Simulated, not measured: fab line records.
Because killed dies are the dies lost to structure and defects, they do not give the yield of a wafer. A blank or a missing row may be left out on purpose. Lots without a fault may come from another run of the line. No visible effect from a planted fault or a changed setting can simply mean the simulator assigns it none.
fab line records | flow gf180mcu
record: lots: 24 wafers: 72 last_day: 34
route steps=602 shown STI@9 V1@360 M2@367 V2@383 V3@443 V4@479
lots untouched by any fault: they come from a run of this same line in which no faults occurred
start_h: the number of hours between the record's first day and the start of the first shown wafer of the lot | wait_h: hours elapsed since this lot's preceding step | " as in the row above | L1.1+2: a row that stands for several wafers | - no value, or no start given | * or withheld: withheld | < > ~ a bound
route shown NAME@n: a module of which the file shows steps, and the number in the route of the first | usual: average and standard deviation across the fault-free wafers | same: alike in all rows | chamber/n: place in a boat | sites: each site's reading | _std_site: standard deviation across them | _edge_site: mean of outer sites minus mean of inner sites | radius_mm: how far each site lies from the wafer's centre | mask NAME#n: copy n | behind: the tool/chamber that last shaped the wafer | hold: cause of the lot's hold/its duration in hours/its outcome | device: transistor that didn't switch, given as n, p or np | end of line: tests of these same wafers at the route's end | a step with no rows: only its recipe | killed: dies lost to structure and defects at the first sort, not the wafer's yield | map: a wafer's dies, marking killed ones x, the rest . and places with no die _
set.NAME: the setting the step ran with; set.NAME@STEP: the setting that earlier step ran with | model.NAME: the simulator's own value behind a step, which no gauge read
route steps across a sampled set of lots; one table per step, one row per wafer
services: a tool's chamber out of use, with start hour (start_h, from the record's first day; less than 0 if before it), hours out, and reason
== steps ==
step: GF_STI_SOFTBAKE_08
recipe: temp_c: 130 time_s: 61.87 resist: KrF
usual: plate_sensor_t_centre_C: 131.02/0.01 plate_sensor_t_edge_C: 131.21/0.01
columns lot.wafer tool chamber start_h wait_h plate_sensor_t_centre_C plate_sensor_t_edge_C
L074.2 litho_track-01 0 18.97 0.1 131.01 131.22
L074.3 " 0 " " 131 131.2
L074.5 " 0 " " 131.02 131.22
L075.1 litho_track-03 0 26.85 0.1 131.03 131.2
L075.2 " 0 " " 131.01 131.21
L075.3 " 0 " " 131 131.22
L076.2 litho_track-04 0 30.01 0.1 131.01 131.22
L076.5 " 0 " " 131.03 131.21
L076.6 " 0 " " 131.01 131.21
L077.1 litho_track-01 0 36.00 0.1 131.02 131.23
L077.4 " 0 " " 131.01 131.2
L077.5 " 0 " " 131.02 131.21
L078.2 litho_track-01 0 41.37 0.1 131.02 131.21
L078.4 " 0 " " 131.01 131.2
L078.6 " 0 " " 131.02 131.23
L079.1 litho_track-04 0 45.44 0.1 131.02 131.2
L079.3 " 0 " " 131.02 131.21
L079.4 " 0 " " 131.01 131.19
L080.2 litho_track-03 0 50.47 0.1 131.03 131.18
L080.3 " 0 " " 131.03 131.22
L080.4 " 0 " " 130.99 131.2
L081.1 litho_track-04 0 56.34 0.1 131.03 131.21
L081.2 " 0 " " 131.02 131.2
L081.6 " 0 " " 131 131.2
L082.1 litho_track-04 0 60.14 0.1 131.02 131.22
L082.3 " 0 " " 131.01 131.2
L082.4 " 0 " " 131.02 131.22
L083.1 litho_track-03 0 64.74 0.1 131.01 131.21
L083.4 " 0 " " 131.02 131.21
L083.5 " 0 " " 131.02 131.21
L084.1 litho_track-03 0 71.64 0.1 131.04 131.21
L084.3 " 0 " " 131.01 131.21
L084.4 " 0 " " 131 131.2
L085.2 litho_track-03 0 75.37 0.1 131.02 131.22
L085.5 " 0 " " 131.03 131.21
L085.6 " 0 " " 131.01 131.22
L086.1 litho_track-04 0 79.99 0.1 131.02 131.21
L086.3 " 0 " " 131.01 131.21
L086.5 " 0 " " 131.02 131.22
L087.1 litho_track-03 0 85.84 0.1 131.01 131.2
L087.3 " 0 " " 131.01 131.22
L087.4 " 0 " " 131.01 131.2
L088.1 litho_track-04 0 92.19 0.1 131 131.2
L088.3 " 0 " " 131.03 131.21
L088.6 " 0 " " 131.03 131.22
L089.1 litho_track-03 0 97.19 0.1 131.01 131.22
L089.3 " 0 " " 131.02 131.2
L089.6 " 0 " " 131.01 131.22
L090.3 litho_track-04 0 100.99 0.1 131.02 131.2
L090.4 " 0 " " 131.01 131.2
L090.5 " 0 " " 131 131.21
L091.3 litho_track-01 0 106.79 0.1 131.01 131.21
L091.4 " 0 " " 131.03 131.19
L091.6 " 0 " " 131.03 131.22
L092.3 litho_track-03 0 110.44 0.1 130.99 131.19
L092.5 " 0 " " 131 131.21
L092.6 " 0 " " 131.01 131.23
L093.2 litho_track-01 0 115.97 0.1 131.01 131.23
L093.5 " 0 " " 131.01 131.23
L093.6 " 0 " " 131.02 131.21
L094.1 litho_track-01 0 121.09 0.1 131.02 131.21
L094.4 " 0 " " 131.02 131.21
L094.5 " 0 " " 131.01 131.21
L095.4 litho_track-03 0 125.77 0.1 131.01 131.21
L095.5 " 0 " " 131.01 131.2
L095.6 " 0 " " 131.02 131.23
L096.1 litho_track-03 0 130.84 0.1 131.03 131.22
L096.3 " 0 " " 131.02 131.2
L096.6 " 0 " " 131.02 131.21
L097.1 litho_track-03 0 136.64 0.1 131 131.21
L097.2 " 0 " " 131 131.22
L097.3 " 0 " " 131.05 131.21
step: GF_V1_THK_MEAS_25
recipe: thk_meas_gauge: xrf reads: W_of_V1_CVD_23
usual: V1_W_THK: 359/6.4
columns lot.wafer tool chamber start_h wait_h V1_W_THK[nm]
L074.2 film_metro-03 - 424.56 0.1 357
L074.3 " - " " 359
L074.5 " - " " 358
L075.1 film_metro-02 - 430.89 0.1 357
L075.2 " - " " 354
L075.3 " - " " 359
L076.2 film_metro-03 - 441.58 0.1 360
L076.5 " - " " 359
L076.6 " - " " 356
L077.1 film_metro-03 - 456.33 0.1 363
L077.4 " - " " 362
L077.5 " - " " 374
L078.2 film_metro-01 - 461.40 0.1 367
L078.4 " - " " 364
L078.6 " - " " 365
L079.1 film_metro-01 - 464.88 0.1 362
L079.3 " - " " 362
L079.4 " - " " 364
L081.1 film_metro-02 - 489.40 0.1 360
L081.2 " - " " 363
L081.6 " - " " 348
L080.2 film_metro-03 - 489.44 0.1 349
L080.3 " - " " 351
L080.4 " - " " 346
L082.1 film_metro-01 - 495.03 0.1 355
L082.3 " - " " 362
L082.4 " - " " 358
L083.1 film_metro-02 - 500.07 0.1 345
L083.4 " - " " 343
L083.5 " - " " 349
L084.1 film_metro-03 - 522.94 0.1 369
L084.3 " - " " 364
L084.4 " - " " 360
L085.2 film_metro-03 - 525.94 0.1 354
L085.5 " - " " 353
L085.6 " - " " 360
L086.1 film_metro-03 - 532.36 0.1 360
L086.3 " - " " 362
L086.5 " - " " 359
L087.1 film_metro-03 - 541.06 0.1 361
L087.3 " - " " 360
L087.4 " - " " 357
L088.1 film_metro-02 - 549.09 0.1 348
L088.3 " - " " 344
L088.6 " - " " 353
L089.1 film_metro-03 - 554.39 0.1 354
L089.3 " - " " 361
L089.6 " - " " 360
L090.3 film_metro-02 - 560.70 0.1 369
L090.4 " - " " 360
L090.5 " - " " 358
L091.3 film_metro-03 - 578.60 0.1 360
L091.4 " - " " 361
L091.6 " - " " 361
L092.3 film_metro-01 - 581.21 0.1 364
L092.5 " - " " 358
L092.6 " - " " 364
L093.2 film_metro-01 - 582.70 0.1 366
L093.5 " - " " 363
L093.6 " - " " 363
L094.1 film_metro-03 - 588.38 0.1 346
L094.4 " - " " 349
L094.5 " - " " 357
L095.4 film_metro-02 - 595.57 0.1 357
L095.5 " - " " 360
L095.6 " - " " 356
L096.1 film_metro-02 - 603.81 0.1 356
L096.3 " - " " 364
L096.6 " - " " 365
L097.1 film_metro-03 - 606.12 0.1 365
L097.2 " - " " 358
L097.3 " - " " 353
step: GF_M2_RS_MEAS_05
recipe: thk_meas_gauge: four-point-probe reads: TiN_of_M2_SPUTTER_04+Ti_of_M2_SPUTTER_03+AlCu_of_M2_SPUTTER_02+TiN_of_M2_SPUTTER_01+Ti_of_M2_SPUTTER_00
usual: M2_ALCU_RS: 0.0696/0.0009
columns lot.wafer tool chamber start_h wait_h M2_ALCU_RS[ohm/sq]
L074.2 film_metro-03 - 425.15 0.0 0.0716
L074.3 " - " " 0.0707
L074.5 " - " " 0.0718
L075.1 film_metro-03 - 431.47 0.0 0.0693
L075.2 " - " " 0.0705
L075.3 " - " " 0.0696
L076.2 film_metro-03 - 442.17 0.0 0.0692
L076.5 " - " " 0.0686
L076.6 " - " " 0.0692
L077.1 film_metro-03 - 457.12 0.0 0.0703
L077.4 " - " " 0.0701
L077.5 " - " " 0.0705
L078.2 film_metro-03 - 461.99 0.0 0.0692
L078.4 " - " " 0.0682
L078.6 " - " " 0.0696
L079.1 film_metro-02 - 465.46 0.0 0.0692
L079.3 " - " " 0.0690
L079.4 " - " " 0.0676
L081.1 film_metro-02 - 489.98 0.0 0.0686
L081.2 " - " " 0.0695
L081.6 " - " " 0.0694
L080.2 film_metro-03 - 490.30 0.0 0.0688
L080.3 " - " " 0.0685
L080.4 " - " " 0.0688
L082.1 film_metro-03 - 495.61 0.0 0.0680
L082.3 " - " " 0.0674
L082.4 " - " " 0.0675
L083.1 film_metro-04 - 500.65 0.0 0.0698
L083.4 " - " " 0.0700
L083.5 " - " " 0.0703
L084.1 film_metro-04 - 523.52 0.0 0.0710
L084.3 " - " " 0.0698
L084.4 " - " " 0.0710
L085.2 film_metro-04 - 526.53 0.0 0.0692
L085.5 " - " " 0.0698
L085.6 " - " " 0.0688
L086.1 film_metro-02 - 532.94 0.0 0.0689
L086.3 " - " " 0.0694
L086.5 " - " " 0.0700
L087.1 film_metro-04 - 541.64 0.0 0.0702
L087.3 " - " " 0.0695
L087.4 " - " " 0.0696
L088.1 film_metro-03 - 549.67 0.0 0.0702
L088.3 " - " " 0.0694
L088.6 " - " " 0.0695
L089.1 film_metro-03 - 554.97 0.0 0.0695
L089.3 " - " " 0.0706
L089.6 " - " " 0.0689
L090.3 film_metro-02 - 561.30 0.1 0.0706
L090.4 " - " " 0.0697
L090.5 " - " " 0.0709
L091.3 film_metro-02 - 579.67 0.1 0.0684
L091.4 " - " " 0.0690
L091.6 " - " " 0.0688
L092.3 film_metro-03 - 582.43 0.1 0.0695
L092.5 " - " " 0.0688
L092.6 " - " " 0.0689
L093.2 film_metro-04 - 583.29 0.0 0.0687
L093.5 " - " " 0.0690
L093.6 " - " " 0.0692
L094.1 film_metro-04 - 588.96 0.0 0.0692
L094.4 " - " " 0.0699
L094.5 " - " " 0.0694
L095.4 film_metro-04 - 596.18 0.1 0.0710
L095.5 " - " " 0.0713
L095.6 " - " " 0.0706
L096.1 film_metro-03 - 604.39 0.0 0.0714
L096.3 " - " " 0.0699
L096.6 " - " " 0.0708
L097.1 film_metro-02 - 606.70 0.0 0.0702
L097.2 " - " " 0.0697
L097.3 " - " " 0.0704
step: GF_V2_THK_MEAS_01
recipe: reads: SiO2_of_V2_CVD_00
usual: V2_CVD_00_THK: 601/7
columns lot.wafer tool chamber start_h wait_h V2_CVD_00_THK[nm]
L074.2 film_metro-02 - 451.22 0.0 603
L074.3 " - " " 605
L074.5 " - " " 602
L075.1 film_metro-02 - 456.86 0.0 612
L075.2 " - " " 600
L075.3 " - " " 593
L076.2 film_metro-01 - 468.05 0.0 598
L076.5 " - " " 598
L076.6 " - " " 601
L077.1 film_metro-01 - 482.11 0.0 603
L077.4 " - " " 594
L077.5 " - " " 597
L078.2 film_metro-04 - 487.43 0.0 622
L078.4 " - " " 603
L078.6 " - " " 619
L079.1 film_metro-04 - 490.00 0.0 601
L079.3 " - " " 597
L079.4 " - " " 593
L081.1 film_metro-04 - 514.61 0.0 580
L081.2 " - " " 586
L081.6 " - " " 589
L080.2 film_metro-04 - 514.97 0.0 599
L080.3 " - " " 604
L080.4 " - " " 599
L082.1 film_metro-01 - 519.77 0.0 598
L082.3 " - " " 595
L082.4 " - " " 599
L083.1 film_metro-02 - 524.96 0.0 593
L083.4 " - " " 602
L083.5 " - " " 609
L084.1 film_metro-02 - 554.58 0.0 604
L084.3 " - " " 599
L084.4 " - " " 609
L085.2 film_metro-04 - 554.71 0.0 598
L085.5 " - " " 600
L085.6 " - " " 612
L086.1 film_metro-02 - 555.78 0.0 602
L086.3 " - " " 607
L086.5 " - " " 610
L087.1 film_metro-04 - 563.10 0.0 610
L087.3 " - " " 601
L087.4 " - " " 605
L088.1 film_metro-04 - 571.61 0.0 604
L088.3 " - " " 610
L088.6 " - " " 604
L089.1 film_metro-04 - 577.54 0.0 599
L089.3 " - " " 602
L089.6 " - " " 603
L090.3 film_metro-04 - 584.56 0.1 600
L090.4 " - " " 595
L090.5 " - " " 596
L091.3 film_metro-01 - 600.75 0.1 598
L091.4 " - " " 583
L091.6 " - " " 590
L092.3 film_metro-01 - 604.40 0.1 598
L092.5 " - " " 596
L092.6 " - " " 598
L093.2 film_metro-04 - 605.81 0.0 592
L093.5 " - " " 602
L093.6 " - " " 596
L094.1 film_metro-01 - 610.32 0.0 606
L094.4 " - " " 608
L094.5 " - " " 599
L095.4 film_metro-01 - 618.13 0.0 602
L095.5 " - " " 600
L095.6 " - " " 601
L096.1 film_metro-04 - 626.40 0.0 601
L096.3 " - " " 612
L096.6 " - " " 606
L097.1 film_metro-02 - 628.27 0.0 595
L097.2 " - " " 595
L097.3 " - " " 606
step: GF_V3_CD_MEAS_14
recipe: target_cd_nm: 260
usual: cd_nm: 259.9/1.1
columns lot.wafer tool chamber start_h wait_h cd_nm
L074.2 cd_sem-02 - 528.10 0.1 260.2
L074.3 " - " " 259.9
L074.5 " - " " 261.1
L075.1 cd_sem-01 - 532.79 0.1 261.3
L075.2 " - " " 260.8
L075.3 " - " " 261.2
L076.2 cd_sem-02 - 542.96 0.1 260.2
L076.5 " - " " 258.6
L076.6 " - " " 258.8
L077.1 cd_sem-02 - 554.48 0.1 260.8
L077.4 " - " " 259.8
L077.5 " - " " 261.7
L078.2 cd_sem-01 - 559.75 0.1 259.8
L078.4 " - " " 260.2
L078.6 " - " " 261.4
L079.1 cd_sem-02 - 576.48 0.1 259.5
L079.3 " - " " 259.6
L079.4 " - " " 259.1
L081.1 cd_sem-01 - 583.67 0.1 259.9
L081.2 " - " " 260.0
L081.6 " - " " 261.6
L080.2 cd_sem-02 - 584.46 0.1 259.5
L080.3 " - " " 259.4
L080.4 " - " " 258.8
L082.1 cd_sem-02 - 589.94 0.1 261.6
L082.3 " - " " 261.2
L082.4 " - " " 260.9
L083.1 cd_sem-02 - 594.82 0.1 260.5
L083.4 " - " " 260.7
L083.5 " - " " 260.7
L084.1 cd_sem-01 - 622.58 0.1 258.9
L084.3 " - " " 256.7
L084.4 " - " " 258.9
L085.2 cd_sem-02 - 622.74 0.1 259.9
L085.5 " - " " 259.9
L085.6 " - " " 258.8
L086.1 cd_sem-01 - 625.88 0.1 257.4
L086.3 " - " " 257.1
L086.5 " - " " 258.5
L087.1 cd_sem-01 - 630.93 0.1 258.7
L087.3 " - " " 260.5
L087.4 " - " " 260.1
L088.1 cd_sem-02 - 637.34 0.1 259.5
L088.3 " - " " 260.5
L088.6 " - " " 259.7
L089.1 cd_sem-01 - 643.92 0.1 260.8
L089.3 " - " " 260.1
L089.6 " - " " 259.8
L090.3 cd_sem-02 - 649.72 0.1 259.0
L090.4 " - " " 258.1
L090.5 " - " " 259.4
L091.3 cd_sem-01 - 665.71 0.1 260.2
L091.4 " - " " 259.6
L091.6 " - " " 260.3
L092.3 cd_sem-02 - 669.82 0.1 262.5
L092.5 " - " " 262.3
L092.6 " - " " 261.6
L093.2 cd_sem-01 - 670.36 0.1 259.7
L093.5 " - " " 259.6
L093.6 " - " " 260.0
L094.1 cd_sem-01 - 675.67 0.1 260.3
L094.4 " - " " 259.6
L094.5 " - " " 261.2
L095.4 cd_sem-01 - 682.75 0.1 259.7
L095.5 " - " " 258.6
L095.6 " - " " 259.5
L096.1 cd_sem-02 - 689.83 0.1 259.4
L096.3 " - " " 259.5
L096.6 " - " " 259.3
L097.1 cd_sem-02 - 691.22 0.1 260.1
L097.2 " - " " 260.9
L097.3 " - " " 259.6
step: GF_V4_THK_MEAS_03
recipe: reads: SiO2_of_V4_CVD_02
usual: V4_CVD_02_THK: 848/12
columns lot.wafer tool chamber start_h wait_h V4_CVD_02_THK[nm]
L074.2 film_metro-02 - 555.07 0.0 834
L074.3 " - " " 841
L074.5 " - " " 849
L075.1 film_metro-02 - 557.62 0.0 834
L075.2 " - " " 846
L075.3 " - " " 842
L076.2 film_metro-02 - 566.49 0.0 855
L076.5 " - " " 855
L076.6 " - " " 852
L077.1 film_metro-04 - 580.03 0.0 840
L077.4 " - " " 856
L077.5 " - " " 845
L078.2 film_metro-04 - 584.87 0.0 834
L078.4 " - " " 865
L078.6 " - " " 841
L079.1 film_metro-02 - 599.95 0.0 834
L079.3 " - " " 843
L079.4 " - " " 849
L081.1 film_metro-01 - 607.52 0.0 816
L081.2 " - " " 823
L081.6 " - " " 826
L080.2 film_metro-04 - 608.04 0.1 838
L080.3 " - " " 840
L080.4 " - " " 855
L082.1 film_metro-02 - 614.03 0.0 838
L082.3 " - " " 834
L082.4 " - " " 872
L083.1 film_metro-02 - 618.22 0.0 829
L083.4 " - " " 856
L083.5 " - " " 843
L085.2 film_metro-01 - 645.75 0.0 832
L085.5 " - " " 864
L085.6 " - " " 850
L084.1 film_metro-01 - 646.93 0.0 855
L084.3 " - " " 846
L084.4 " - " " 859
L086.1 film_metro-04 - 649.13 0.0 849
L086.3 " - " " 840
L086.5 " - " " 866
L087.1 film_metro-02 - 653.90 0.0 847
L087.3 " - " " 846
L087.4 " - " " 857
L088.1 film_metro-02 - 660.98 0.0 849
L088.3 " - " " 845
L088.6 " - " " 857
L089.1 film_metro-04 - 665.88 0.0 845
L089.3 " - " " 851
L089.6 " - " " 869
L090.3 film_metro-01 - 672.37 0.1 832
L090.4 " - " " 835
L090.5 " - " " 837
L091.3 film_metro-01 - 688.54 0.1 841
L091.4 " - " " 856
L091.6 " - " " 871
L092.3 film_metro-02 - 692.37 0.1 838
L092.5 " - " " 862
L092.6 " - " " 852
L093.2 film_metro-01 - 693.15 0.0 848
L093.5 " - " " 861
L093.6 " - " " 876
L094.1 film_metro-02 - 698.00 0.1 844
L094.4 " - " " 868
L094.5 " - " " 866
L095.4 film_metro-04 - 704.27 0.0 850
L095.5 " - " " 850
L095.6 " - " " 844
L096.1 film_metro-04 - 711.39 0.0 843
L096.3 " - " " 843
L096.6 " - " " 867
L097.1 film_metro-01 - 712.58 0.0 842
L097.2 " - " " 828
L097.3 " - " " 846
== services ==
columns tool chamber start_h hours kind
litho_track-03 - 3.04 - consumable_replace:filter
== key ==
fault none
